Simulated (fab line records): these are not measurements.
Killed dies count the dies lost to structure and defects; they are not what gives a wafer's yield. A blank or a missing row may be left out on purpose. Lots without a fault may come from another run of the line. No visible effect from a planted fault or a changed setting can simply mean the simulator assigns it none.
fab line records	flow sky130
record lots=12	wafers=36	last_day=50
route steps=708 shown CAPM@539 VIA3@594 PAD_OPEN@708
lots that met no fault: taken from a fault-free run of the same line
start_h: the number of hours between the record's first day and the start of the first shown wafer of the lot	wait_h: hours since the lot's step before	" repeats the value in the row above	L1.1+2: a single row standing in for several wafers	- either no value or no given start	* or withheld: withheld	< > ~ a bound
route shown NAME@n: NAME is a module with steps in the file, n the number in the route of the first one	usual: mean/standard deviation of fault-free wafers	same: alike in all rows	chamber/n: place in a boat	sites: the reading at each site	_std_site: their standard deviation	_edge_site: inner sites' mean taken away from outer sites' mean	radius_mm: how far each site lies from the wafer's centre	mask NAME#n: copy n	behind: tool/chamber where the wafer was last shaped	hold: reason for holding the lot/hours on hold/outcome of the hold	device: transistor that didn't switch, given as n, p or np	end of line: at the end of the route, the tests of the same wafers	for a step that has no rows: nothing shown but its recipe	killed: at the first sort, the dies lost to defects and structure; wafer yield is something else	map: shows each die of a wafer: x if killed, . if not, _ if none is there
set.NAME: the setting the step ran with; set.NAME@STEP: the setting that earlier step ran with	model.NAME: the simulator's own value behind a step, which no gauge read
a sample of lots followed through the steps of the route, with each step as a table and each wafer as a row
services: the hour from which a tool's chamber was out of use, counted from the record's first day as start_h (under 0 if before that day), plus the number of hours and why
## steps
# step SKY_CAPM_SPUTTER_02
# recipe material=TiN	target_thk_nm=200	temp_c=300	power_w=6500	time_s=166.7	chamber_pressure_pa=0.4
# usual susceptor_temp_C=299.98/0.21	throttle_valve_pct=30.2/1.2
# same time_s=166.7
lot.wafer	tool	chamber	start_h	wait_h	susceptor_temp_C	throttle_valve_pct
L315.1	pvd_sputter-03	-	849.64	0.1	299.88	29.1
L315.5	"	-	"	"	299.84	31.6
L315.6	"	-	"	"	299.63	28.6
L316.4	pvd_sputter-01	-	856.42	0.0	299.97	30.9
L316.5	"	-	"	"	299.72	29.7
L316.6	"	-	"	"	300.24	31.2
L318.3	pvd_sputter-03	-	872.59	0.0	300.20	31.7
L318.5	"	-	"	"	300.01	28.3
L318.6	"	-	"	"	300.12	31.5
L319.1	pvd_sputter-04	-	889.62	0.1	300.17	29.1
L319.2	"	-	"	"	300.48	29.7
L319.5	"	-	"	"	300.37	29.7
L322.2	pvd_sputter-01	-	914.38	0.0	300.17	29.7
L322.3	"	-	"	"	300.26	31.0
L322.6	"	-	"	"	300.32	30.9
L321.1	pvd_sputter-04	-	918.00	0.1	299.64	30.4
L321.5	"	-	"	"	299.86	30.1
L321.6	"	-	"	"	300.39	28.9
L323.2	pvd_sputter-03	-	920.42	0.0	299.96	28.8
L323.4	"	-	"	"	300.04	28.5
L323.6	"	-	"	"	299.94	28.8
L324.1	pvd_sputter-03	-	926.88	0.1	300.10	31.6
L324.4	"	-	"	"	300.43	28.8
L324.6	"	-	"	"	299.89	31.2
L330.1	pvd_sputter-04	-	966.52	0.1	300.15	30.3
L330.2	"	-	"	"	300.27	29.1
L330.5	"	-	"	"	300.17	29.7
L331.3	pvd_sputter-03	-	975.55	0.0	300.03	29.0
L331.5	"	-	"	"	300.05	28.6
L331.6	"	-	"	"	300.30	31.8
L332.2	pvd_sputter-03	-	985.68	0.0	299.72	28.3
L332.4	"	-	"	"	300.08	31.3
L332.5	"	-	"	"	299.72	28.6
L336.2	pvd_sputter-03	-	1004.80	0.0	300.07	31.3
L336.4	"	-	"	"	299.99	29.0
L336.6	"	-	"	"	299.95	29.2
# step SKY_VIA3_CVD_21
# recipe material=W	target_thk_nm=390	time_s=117.31	temp_c=400	pressure_torr=40
# usual chamber_pressure_Torr=39.99/0.083	heater_power_w=897/42	susceptor_temp_C=399.94/0.2
# same time_s=117.31
lot.wafer	tool	chamber	start_h	wait_h	chamber_pressure_Torr	heater_power_w	susceptor_temp_C
L315.1	cvd_w-01	0	927.65	0.0	39.99	880	399.71
L315.5	"	1	"	"	39.93	820	400.08
L315.6	"	0	"	"	40.02	881	399.60
L316.4	cvd_w-01	0	935.73	0.1	40.01	873	399.98
L316.5	"	0	"	"	39.87	892	399.62
L316.6	"	1	"	"	39.87	819	399.92
L318.3	cvd_w-01	0	950.58	0.1	40.01	920	399.95
L318.5	"	1	"	"	39.91	830	399.63
L318.6	"	0	"	"	40.05	880	399.76
L319.1	cvd_w-01	1	966.52	0.0	39.92	831	400.15
L319.2	"	0	"	"	39.97	901	400.00
L319.5	"	0	"	"	40.02	871	399.64
L322.2	cvd_w-02	1	989.85	0.0	39.95	929	399.63
L322.3	"	0	"	"	40.05	926	399.79
L322.6	"	1	"	"	39.72	917	399.86
L321.1	cvd_w-02	1	993.43	0.0	39.97	929	400.06
L321.5	"	0	"	"	40.04	929	399.93
L321.6	"	1	"	"	39.95	915	400.14
L323.2	cvd_w-02	0	995.82	0.0	39.95	930	399.85
L323.4	"	1	"	"	40.11	893	400.21
L323.6	"	0	"	"	39.85	926	399.83
L324.1	cvd_w-02	1	1002.65	0.0	39.97	898	400.07
L324.4	"	1	"	"	40.01	913	400.29
L324.6	"	0	"	"	39.87	967	400.14
L330.1	cvd_w-02	1	1037.64	0.0	39.89	925	399.99
L330.2	"	0	"	"	40.00	935	399.89
L330.5	"	1	"	"	40.09	928	400.00
L331.3	cvd_w-01	1	1046.61	0.1	40.02	831	399.73
L331.5	"	1	"	"	39.93	836	400.17
L331.6	"	0	"	"	39.89	902	399.89
L332.2	cvd_w-01	0	1056.86	0.0	39.90	892	399.85
L332.4	"	0	"	"	39.95	913	400.03
L332.5	"	1	"	"	40.01	832	400.03
L336.2	cvd_w-01	0	1074.35	0.0	39.94	906	399.64
L336.4	"	0	"	"	39.97	904	400.05
L336.6	"	1	"	"	39.91	837	399.79
# step SKY_VIA3_RS_MEAS_22
# recipe thk_meas_gauge=four-point-probe	reads=W_of_VIA3_CVD_21+TiN_of_VIA3_SPUTTER_20
# usual VIA3_W_RS=0.294/0.0039
lot.wafer	tool	chamber	start_h	wait_h	VIA3_W_RS[ohm/sq]
L315.1	film_metro-02	-	927.77	0.1	0.295
L315.5	"	-	"	"	0.295
L315.6	"	-	"	"	0.297
L316.4	film_metro-04	-	935.87	0.1	0.298
L316.5	"	-	"	"	0.303
L316.6	"	-	"	"	0.296
L318.3	film_metro-02	-	950.70	0.1	0.297
L318.5	"	-	"	"	0.293
L318.6	"	-	"	"	0.292
L319.1	film_metro-01	-	966.64	0.1	0.296
L319.2	"	-	"	"	0.295
L319.5	"	-	"	"	0.296
L322.2	film_metro-02	-	989.99	0.1	0.293
L322.3	"	-	"	"	0.288
L322.6	"	-	"	"	0.295
L321.1	film_metro-04	-	993.56	0.1	0.296
L321.5	"	-	"	"	0.289
L321.6	"	-	"	"	0.296
L323.2	film_metro-02	-	995.96	0.1	0.287
L323.4	"	-	"	"	0.294
L323.6	"	-	"	"	0.286
L324.1	film_metro-01	-	1002.77	0.1	0.296
L324.4	"	-	"	"	0.297
L324.6	"	-	"	"	0.289
L330.1	film_metro-01	-	1037.76	0.1	0.297
L330.2	"	-	"	"	0.291
L330.5	"	-	"	"	0.296
L331.3	film_metro-02	-	1046.73	0.1	0.294
L331.5	"	-	"	"	0.297
L331.6	"	-	"	"	0.298
L332.2	film_metro-04	-	1057.01	0.1	0.293
L332.4	"	-	"	"	0.291
L332.5	"	-	"	"	0.290
L336.2	film_metro-04	-	1074.50	0.1	0.298
L336.4	"	-	"	"	0.299
L336.6	"	-	"	"	0.296
# step SKY_VIA3_CMP_24
# recipe stop_on=SiO2	t_overpolish_s=20	down_force_psi=3.5	platen_rpm=60	target_thk_nm=0	pad_velocity_m_s=0.94248
# usual motor_current_A=10.8/1.3	overpolish_run_s=19.999/0.0091	t_overpolish_s=20/0	time_to_endpoint_s=92/3.4
lot.wafer	tool	chamber	start_h	wait_h	motor_current_A	overpolish_run_s	t_overpolish_s	time_to_endpoint_s
L315.1	cmp-01	1	928.05	0.1	12.7	19.999	20	96
L315.5	"	3	"	"	10.8	19.986	20	95
L315.6	"	0	"	"	9.5	20.006	20	92
L316.4	cmp-02	1	936.04	0.1	12.4	20.003	20	94
L316.6	"	0	"	"	11.0	19.994	20	100
L316.5	"	1	"	"	12.9	20.004	20	93
L318.3	cmp-02	1	950.99	0.2	12.4	20.001	20	94
L318.5	"	2	"	"	10.6	20.000	20	94
L318.6	"	3	"	"	9.5	19.996	20	102
L319.1	cmp-02	3	966.82	0.1	9.6	20.011	20	92
L319.2	"	1	"	"	13.0	20.000	20	93
L319.5	"	3	"	"	9.4	20.009	20	96
L322.2	cmp-02	3	990.20	0.1	9.6	20.001	20	94
L322.3	"	0	"	"	10.7	20.006	20	96
L322.6	"	2	"	"	11.2	20.014	20	91
L321.1	cmp-02	2	993.79	0.1	11.0	19.998	20	92
L321.6	"	1	"	"	13.2	19.997	20	95
L321.5	"	2	"	"	10.5	19.976	20	93
L323.4	cmp-01	0	996.12	0.0	9.4	19.996	20	91
L323.2	"	2	"	"	9.0	20.007	20	96
L323.6	"	1	"	"	12.2	19.986	20	96
L324.1	cmp-01	3	1003.00	0.1	11.1	20.006	20	92
L324.4	"	1	"	"	11.8	20.007	20	96
L324.6	"	3	"	"	11.4	20.014	20	95
L330.1	cmp-02	1	1037.94	0.1	12.7	19.999	20	92
L330.2	"	2	"	"	10.7	19.988	20	94
L330.5	"	2	"	"	10.7	19.989	20	92
L331.3	cmp-02	2	1047.13	0.3	10.9	19.985	20	98
L331.5	"	0	"	"	10.6	18.270	18.257	94
L331.6	"	1	"	"	12.7	19.979	20	93
L332.4	cmp-02	3	1057.27	0.1	9.3	20.004	20	95
L332.2	"	0	"	"	10.8	18.251	18.257	97
L332.5	"	1	"	"	12.8	19.990	20	95
L336.2	cmp-01	0	1074.66	0.0	9.3	20.011	20	90
L336.4	"	2	"	"	8.8	20.006	20	93
L336.6	"	0	"	"	9.4	20.004	20	90
# step SKY_PAD_OPEN_PROBE_99
# usual defect_limited_yield=82.0/1.9	killed_at_M0_to_M3=45/6.9	killed_at_M4_up=3.0/1.7	killed_at_contacts=25/5.6	killed_at_front_end=15/4.2	killed_at_other=0.3/0.55	killed_dies=89/9.6	killed_on_rim=18/4	killed_open=49/7.2	killed_short=39/6.5	sort_bin_3_pad_short=0.9/0.44	sort_bin_5_function=10.7/1.4	sort_bin_6_memory=6.4/1.3	sort_n_pass=403/9.6	sort_yield_pct=82.0/1.9
# same gross_dies=492	killed_at_back_side=0	sort_bin_4_leakage[%]=0	sort_bin_8_speed[%]=0
lot.wafer	tool	chamber	start_h	wait_h	defect_limited_yield[%]	killed_at_M0_to_M3	killed_at_M4_up	killed_at_contacts	killed_at_front_end	killed_at_other	killed_dies	killed_on_rim	killed_open	killed_short	sort_bin_3_pad_short[%]	sort_bin_5_function[%]	sort_bin_6_memory[%]	sort_n_pass	sort_yield_pct[%]
L315.1	prober-01	-	1073.45	0.1	80.3	53	3	24	17	0	97	19	56	41	1.0	12.2	6.5	395	80.3
L315.5	prober-01	-	1073.65	0.2	83.1	38	4	32	9	0	83	16	40	43	1.2	10.0	5.7	409	83.1
L315.6	prober-01	-	1073.70	0.2	84.8	35	4	23	13	0	75	20	38	37	1.2	7.9	6.1	417	84.8
L316.4	prober-02	-	1081.14	0.2	79.9	54	4	26	15	0	99	26	57	42	1.0	11.6	7.5	393	79.9
L316.5	prober-02	-	1081.19	0.2	82.1	41	3	28	15	1	88	21	45	43	1.2	10.2	6.5	404	82.1
L316.6	prober-02	-	1081.24	0.2	80.5	56	2	24	14	0	96	18	60	36	0	14.8	4.7	396	80.5
L318.3	prober-02	-	1092.65	0.2	82.1	44	3	19	21	1	88	24	50	38	1.0	10.0	6.9	404	82.1
L318.5	prober-02	-	1092.75	0.2	80.9	55	2	27	10	0	94	21	55	39	0.6	12.6	5.9	398	80.9
L318.6	prober-02	-	1092.80	0.2	78.9	37	5	36	26	0	104	14	53	48	1.0	12.6	7.5	388	78.9
L319.1	prober-01	-	1105.46	0.1	83.3	35	1	25	21	0	82	13	53	29	0.8	10.8	5.1	410	83.3
L319.2	prober-01	-	1105.51	0.1	85.0	40	3	19	12	0	74	13	42	32	1.0	7.3	6.7	418	85.0
L319.5	prober-01	-	1105.66	0.2	86.4	32	7	18	10	0	67	14	34	33	0	7.9	5.7	425	86.4
L322.2	prober-02	-	1127.14	0.1	83.1	42	7	27	7	0	83	11	48	35	0.8	10.4	5.7	409	83.1
L322.3	prober-02	-	1127.19	0.2	81.5	34	3	30	23	1	91	23	53	37	0.4	11.8	6.3	401	81.5
L322.6	prober-02	-	1127.34	0.2	80.3	47	2	33	15	0	97	19	49	48	0.4	12.2	7.1	395	80.3
L321.1	prober-01	-	1130.09	0.1	81.9	48	3	24	14	0	89	20	48	41	0.2	10.4	7.5	403	81.9
L321.5	prober-01	-	1130.29	0.2	80.3	43	2	37	15	0	97	16	48	49	1.6	12.2	5.9	395	80.3
L321.6	prober-01	-	1130.34	0.2	83.7	49	1	20	10	0	80	13	49	31	0.4	10.2	5.7	412	83.7
L323.2	prober-02	-	1131.70	0.1	86.4	35	3	20	9	0	67	14	33	34	0.4	7.3	5.9	425	86.4
L323.4	prober-02	-	1131.80	0.2	84.8	40	1	22	12	0	75	14	44	31	0.6	9.6	5.1	417	84.8
L323.6	prober-02	-	1131.90	0.2	83.5	39	5	23	14	0	81	11	41	40	1.0	9.3	6.1	411	83.5
L324.1	prober-01	-	1138.06	0.1	82.7	52	2	15	16	0	85	21	51	30	0.8	10.4	6.1	407	82.7
L324.4	prober-01	-	1138.21	0.2	81.1	43	5	30	15	0	93	24	48	45	0.8	11.0	7.1	399	81.1
L324.6	prober-01	-	1138.31	0.2	81.9	42	3	27	17	0	89	18	50	39	1.6	9.6	6.9	403	81.9
L330.1	prober-01	-	1165.89	0.1	80.9	56	2	23	13	0	94	15	57	37	0.4	11.6	7.1	398	80.9
L330.2	prober-01	-	1165.94	0.1	79.9	44	4	33	18	0	99	26	51	48	0.8	10.4	8.9	393	79.9
L330.5	prober-01	-	1166.09	0.2	80.5	36	8	38	13	1	96	17	45	51	1.6	10.0	7.9	396	80.5
L331.3	prober-02	-	1171.20	0.2	82.3	41	6	25	14	1	87	17	46	41	1.0	10.4	6.3	405	82.3
L331.5	prober-02	-	1171.30	0.2	81.7	40	1	33	16	0	90	16	51	39	1.4	12.0	4.9	402	81.7
L331.6	prober-02	-	1171.35	0.2	81.3	54	4	18	16	0	92	19	56	36	0.4	11.8	6.5	400	81.3
L332.2	prober-01	-	1178.53	0.1	80.7	49	8	24	14	0	95	22	53	42	0.8	12.8	5.7	397	80.7
L332.4	prober-01	-	1178.63	0.2	82.3	35	2	28	21	1	87	19	43	44	1.6	11.2	4.9	405	82.3
L332.5	prober-01	-	1178.68	0.2	84.3	43	2	24	7	1	77	9	50	27	0.4	9.8	5.5	415	84.3
L336.2	prober-01	-	1193.73	0.1	80.5	45	3	30	18	0	96	10	50	46	0.8	13.4	5.3	396	80.5
L336.4	prober-01	-	1193.83	0.2	82.9	50	4	18	12	0	84	17	61	23	1.4	10.0	5.7	408	82.9
L336.6	prober-01	-	1193.93	0.2	83.7	33	2	28	17	0	80	15	43	37	0.4	9.8	6.1	412	83.7
# killed by level:class
L315.1 VIA1:geometric_particle:open=14 CONTACT:geometric_particle:open=9 VIA2:geometric_particle:open=9 METAL1:geometric_particle:short=7 VIA3:geometric_particle:short=7 FIELD_ISO:geometric_particle:open=5 POLY_GATE:geometric_particle:open=4 POLY_GATE:geometric_particle:short=4
L315.5 VIA1:geometric_particle:open=12 CONTACT:geometric_particle:open=11 CONTACT:geometric_particle:short=8 LI_CONTACT:geometric_particle:open=6 VIA1:geometric_particle:short=6 LI_CONTACT:geometric_particle:short=4 VIA3:geometric_particle:open=4 FIELD_ISO:geometric_particle:short=3
L315.6 VIA1:geometric_particle:open=8 CONTACT:geometric_particle:open=7 LOCAL_INTERCONNECT:geometric_particle:short=6 VIA3:geometric_particle:open=5 SPACER:geometric_particle:open=4 LI_CONTACT:geometric_particle:open=4 CONTACT:geometric_particle:short=4 METAL1:geometric_particle:short=4
L316.4 VIA1:geometric_particle:open=14 CONTACT:geometric_particle:open=12 VIA3:geometric_particle:open=12 CONTACT:geometric_particle:short=7 VIA1:geometric_particle:short=6 METAL3:geometric_particle:short=6 FIELD_ISO:geometric_particle:short=5 POLY_GATE:geometric_particle:open=5
L316.5 LI_CONTACT:geometric_particle:open=9 CONTACT:geometric_particle:open=8 VIA1:geometric_particle:short=7 VIA3:geometric_particle:open=7 FIELD_ISO:geometric_particle:open=6 POLY_GATE:geometric_particle:short=5 METAL1:geometric_particle:short=5 LOCAL_INTERCONNECT:geometric_particle:short=5
L316.6 VIA1:geometric_particle:open=19 VIA3:geometric_particle:open=11 CONTACT:geometric_particle:open=9 VIA2:geometric_particle:open=6 METAL2:geometric_particle:short=5 POLY_GATE:geometric_particle:open=4 LOCAL_INTERCONNECT:geometric_particle:short=4 CONTACT:geometric_particle:short=4
L318.3 VIA1:geometric_particle:open=10 FIELD_ISO:geometric_particle:short=9 VIA2:geometric_particle:open=8 FIELD_ISO:geometric_particle:open=6 LI_CONTACT:geometric_particle:open=6 METAL2:geometric_particle:short=5 VIA3:geometric_particle:open=5 LI_CONTACT:geometric_particle:short=4
L318.5 VIA1:geometric_particle:open=16 CONTACT:geometric_particle:open=12 VIA3:geometric_particle:open=10 VIA2:geometric_particle:open=7 METAL2:geometric_particle:short=6 LI_CONTACT:geometric_particle:open=5 METAL1:geometric_particle:short=5 CONTACT:geometric_particle:short=4
L318.6 LI_CONTACT:geometric_particle:open=12 VIA1:geometric_particle:open=11 POLY_GATE:geometric_particle:short=8 CONTACT:geometric_particle:open=8 LOCAL_INTERCONNECT:geometric_particle:short=7 METAL2:geometric_particle:short=6 VIA3:geometric_particle:open=5 POLY_GATE:geometric_particle:open=4
L319.1 CONTACT:geometric_particle:open=9 VIA3:geometric_particle:open=8 VIA1:geometric_particle:open=7 FIELD_ISO:geometric_particle:open=5 FIELD_ISO:geometric_particle:short=5 POLY_GATE:geometric_particle:open=5 LI_CONTACT:geometric_particle:short=5 METAL1:geometric_particle:open=5
L319.2 VIA2:geometric_particle:open=12 CONTACT:geometric_particle:open=7 FIELD_ISO:geometric_particle:open=6 VIA1:geometric_particle:open=5 METAL2:geometric_particle:short=5 METAL3:geometric_particle:short=5 VIA3:geometric_particle:open=4 CONTACT:geometric_particle:short=4
L319.5 LI_CONTACT:geometric_particle:open=6 FIELD_ISO:geometric_particle:open=5 LOCAL_INTERCONNECT:geometric_particle:short=5 VIA1:geometric_particle:short=5 VIA1:geometric_particle:open=5 VIA2:geometric_particle:short=5 METAL4:geometric_particle:short=5 METAL3:geometric_particle:short=4
L322.2 VIA1:geometric_particle:open=14 CONTACT:geometric_particle:open=9 LI_CONTACT:geometric_particle:open=6 CONTACT:geometric_particle:short=6 VIA2:geometric_particle:short=5 METAL2:geometric_particle:short=5 METAL1:geometric_particle:short=5 LOCAL_INTERCONNECT:geometric_particle:short=4
L322.3 CONTACT:geometric_particle:open=15 VIA2:geometric_particle:open=8 VIA1:geometric_particle:open=6 CONTACT:geometric_particle:short=5 POLY_GATE:geometric_particle:short=5 POLY_GATE:geometric_particle:open=5 SPACER:geometric_particle:open=5 VIA3:geometric_particle:open=5
L322.6 CONTACT:geometric_particle:open=13 VIA1:geometric_particle:open=11 CONTACT:geometric_particle:short=9 VIA3:geometric_particle:open=8 METAL1:geometric_particle:short=7 VIA1:geometric_particle:short=5 VIA2:geometric_particle:open=5 LI_CONTACT:geometric_particle:open=4
L321.1 VIA3:geometric_particle:open=10 CONTACT:geometric_particle:open=8 LI_CONTACT:geometric_particle:open=7 VIA1:geometric_particle:short=7 METAL1:geometric_particle:open=6 LOCAL_INTERCONNECT:geometric_particle:short=6 METAL1:geometric_particle:short=6 POLY_GATE:geometric_particle:open=5
L321.5 CONTACT:geometric_particle:open=10 VIA3:geometric_particle:open=10 LI_CONTACT:geometric_particle:open=9 CONTACT:geometric_particle:short=6 METAL1:geometric_particle:short=6 VIA3:geometric_particle:short=6 LOCAL_INTERCONNECT:geometric_particle:short=5 VIA1:geometric_particle:open=5
L321.6 VIA1:geometric_particle:open=18 VIA2:geometric_particle:open=8 VIA3:geometric_particle:open=7 LI_CONTACT:geometric_particle:open=6 LOCAL_INTERCONNECT:geometric_particle:short=6 METAL3:geometric_particle:short=5 FIELD_ISO:geometric_particle:open=4 POLY_GATE:geometric_particle:short=4
L323.2 VIA1:geometric_particle:open=8 METAL2:geometric_particle:short=7 VIA3:geometric_particle:open=7 LI_CONTACT:geometric_particle:open=5 CONTACT:geometric_particle:open=5 CONTACT:geometric_particle:short=5 METAL3:geometric_particle:short=4 LI_CONTACT:geometric_particle:short=3
L323.4 VIA1:geometric_particle:open=12 CONTACT:geometric_particle:open=8 VIA1:geometric_particle:short=7 LI_CONTACT:geometric_particle:open=7 LOCAL_INTERCONNECT:geometric_particle:short=5 FIELD_ISO:geometric_particle:short=4 METAL2:geometric_particle:short=4 FIELD_ISO:geometric_particle:open=3
L323.6 VIA1:geometric_particle:open=10 LI_CONTACT:geometric_particle:open=8 VIA3:geometric_particle:open=7 POLY_GATE:geometric_particle:short=6 METAL2:geometric_particle:short=6 LI_CONTACT:geometric_particle:short=5 LOCAL_INTERCONNECT:geometric_particle:short=4 CONTACT:geometric_particle:open=4
L324.1 VIA2:geometric_particle:open=13 VIA1:geometric_particle:open=11 FIELD_ISO:geometric_particle:open=6 CONTACT:geometric_particle:open=6 LI_CONTACT:geometric_particle:open=5 VIA1:geometric_particle:short=5 VIA3:geometric_particle:open=5 METAL3:geometric_particle:short=4
L324.4 VIA1:geometric_particle:open=13 CONTACT:geometric_particle:open=11 LI_CONTACT:geometric_particle:open=7 LOCAL_INTERCONNECT:geometric_particle:short=7 METAL1:geometric_particle:short=6 METAL2:geometric_particle:short=6 VIA2:geometric_particle:open=5 FIELD_ISO:geometric_particle:short=4
L324.6 CONTACT:geometric_particle:open=10 FIELD_ISO:geometric_particle:open=8 LOCAL_INTERCONNECT:geometric_particle:short=8 VIA1:geometric_particle:open=8 VIA2:geometric_particle:open=7 METAL1:geometric_particle:short=5 METAL2:geometric_particle:short=5 VIA3:geometric_particle:open=5
L330.1 VIA1:geometric_particle:open=11 CONTACT:geometric_particle:open=11 VIA2:geometric_particle:open=10 VIA3:geometric_particle:open=9 VIA1:geometric_particle:short=7 LI_CONTACT:geometric_particle:open=4 METAL1:geometric_particle:short=4 METAL2:geometric_particle:short=4
L330.2 CONTACT:geometric_particle:open=16 VIA1:geometric_particle:open=11 LI_CONTACT:geometric_particle:open=8 METAL2:geometric_particle:short=7 VIA1:geometric_particle:short=6 CONTACT:geometric_particle:short=5 POLY_GATE:geometric_particle:short=5 VIA2:geometric_particle:short=4
L330.5 CONTACT:geometric_particle:open=15 CONTACT:geometric_particle:short=11 VIA1:geometric_particle:open=8 METAL4:geometric_particle:short=7 LOCAL_INTERCONNECT:geometric_particle:short=6 VIA2:geometric_particle:open=6 VIA1:geometric_particle:short=5 METAL2:geometric_particle:short=5
L331.3 VIA2:geometric_particle:open=8 LI_CONTACT:geometric_particle:open=7 VIA1:geometric_particle:open=7 LI_CONTACT:geometric_particle:short=6 METAL1:geometric_particle:short=6 CONTACT:geometric_particle:open=5 VIA2:geometric_particle:short=4 VIA3:geometric_particle:open=4
L331.5 CONTACT:geometric_particle:open=12 VIA1:geometric_particle:open=10 VIA3:geometric_particle:open=10 LI_CONTACT:geometric_particle:open=8 METAL2:geometric_particle:short=8 FIELD_ISO:geometric_particle:open=5 LOCAL_INTERCONNECT:geometric_particle:short=5 VIA3:geometric_particle:short=5
L331.6 VIA1:geometric_particle:open=12 VIA2:geometric_particle:open=11 METAL1:geometric_particle:short=7 CONTACT:geometric_particle:open=6 VIA1:geometric_particle:short=6 LI_CONTACT:geometric_particle:open=5 VIA3:geometric_particle:open=5 POLY_GATE:geometric_particle:open=5
L332.2 VIA1:geometric_particle:open=15 CONTACT:geometric_particle:open=8 VIA2:geometric_particle:open=8 LI_CONTACT:geometric_particle:open=7 VIA1:geometric_particle:short=6 METAL4:geometric_particle:short=6 LI_CONTACT:geometric_particle:short=5 METAL2:geometric_particle:short=5
L332.4 CONTACT:geometric_particle:open=13 FIELD_ISO:geometric_particle:short=6 VIA2:geometric_particle:short=6 METAL1:geometric_particle:short=5 VIA1:geometric_particle:open=5 VIA3:geometric_particle:open=5 LI_CONTACT:geometric_particle:short=4 LI_CONTACT:geometric_particle:open=4
L332.5 VIA1:geometric_particle:open=16 LI_CONTACT:geometric_particle:open=9 CONTACT:geometric_particle:open=8 VIA2:geometric_particle:short=5 POLY_GATE:geometric_particle:open=4 METAL2:geometric_particle:short=4 VIA2:geometric_particle:open=4 LOCAL_INTERCONNECT:geometric_particle:short=3
L336.2 LI_CONTACT:geometric_particle:open=11 CONTACT:geometric_particle:open=11 VIA1:geometric_particle:open=9 VIA1:geometric_particle:short=7 METAL2:geometric_particle:short=6 POLY_GATE:geometric_particle:short=5 VIA2:geometric_particle:open=5 FIELD_ISO:geometric_particle:short=4
L336.4 VIA3:geometric_particle:open=13 VIA1:geometric_particle:open=12 VIA2:geometric_particle:open=12 FIELD_ISO:geometric_particle:open=5 LI_CONTACT:geometric_particle:open=5 CONTACT:geometric_particle:open=5 VIA1:geometric_particle:short=4 METAL3:geometric_particle:short=4
L336.6 CONTACT:geometric_particle:open=9 FIELD_ISO:geometric_particle:open=7 LOCAL_INTERCONNECT:geometric_particle:short=7 VIA1:geometric_particle:open=7 VIA3:geometric_particle:open=6 FIELD_ISO:geometric_particle:short=5 LI_CONTACT:geometric_particle:short=5 VIA3:geometric_particle:short=4
## services
tool	chamber	start_h	hours	kind
cvd_w-02	-	830.42	6.9	pm
cvd_w-01	1	854.67	11.8	repair
pvd_sputter-01	-	876.53	3.0	repair
cmp-02	-	880.78	2.1	repair
cmp-02	-	901.54	4.7	pm
cvd_w-01	-	904.00	14.0	pm
cvd_w-01	0	904.00	14.0	vent_cycle
cvd_w-01	1	904.00	14.0	vent_cycle
cmp-01	-	912.21	4.0	pm
pvd_sputter-04	-	913.38	1.6	repair
cmp-01	-	916.21	-	consumable_replace:conditioner
cmp-01	-	916.21	-	consumable_replace:pad
cvd_w-01	0	918.00	-	clean
cvd_w-01	1	918.00	-	clean
pvd_sputter-01	-	929.35	4.1	repair
cmp-02	-	952.26	1.2	repair
cmp-01	-	984.01	0.5	repair
cmp-01	-	994.52	0.3	repair
cmp-02	-	997.77	0.5	repair
cmp-01	-	1008.67	18.0	pm
pvd_sputter-04	-	1010.48	1.7	repair
pvd_sputter-01	-	1016.94	1.3	repair
cmp-02	-	1063.41	6.4	pm
## key
first_sign step=SKY_VIA3_CMP_24	reading=t_overpolish_s	direction=down	sigmas=99+	usual=20	struck=18.257
effect step=SKY_VIA3_CMP_24	reading=overpolish_run_s	direction=down	sigmas=99+	usual=19.999	struck=18.260
met_at SKY_VIA3_CMP_24
struck_lots L331,L332
struck_wafers L331.5,L332.2
not_acting_at SKY_CAPM_SPUTTER_02,SKY_VIA3_CVD_21,SKY_VIA3_RS_MEAS_22
onset_between 990.20 1047.13
fault kind=process_parameter_drift	tool=cmp-02	chamber=0	onset_h=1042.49	steps=SKY_VIA3_CMP_24	channel=t_overpolish_s	offset=-1.7427	shape=step	end_h=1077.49	acts_in=these_recipes_only	stated=20
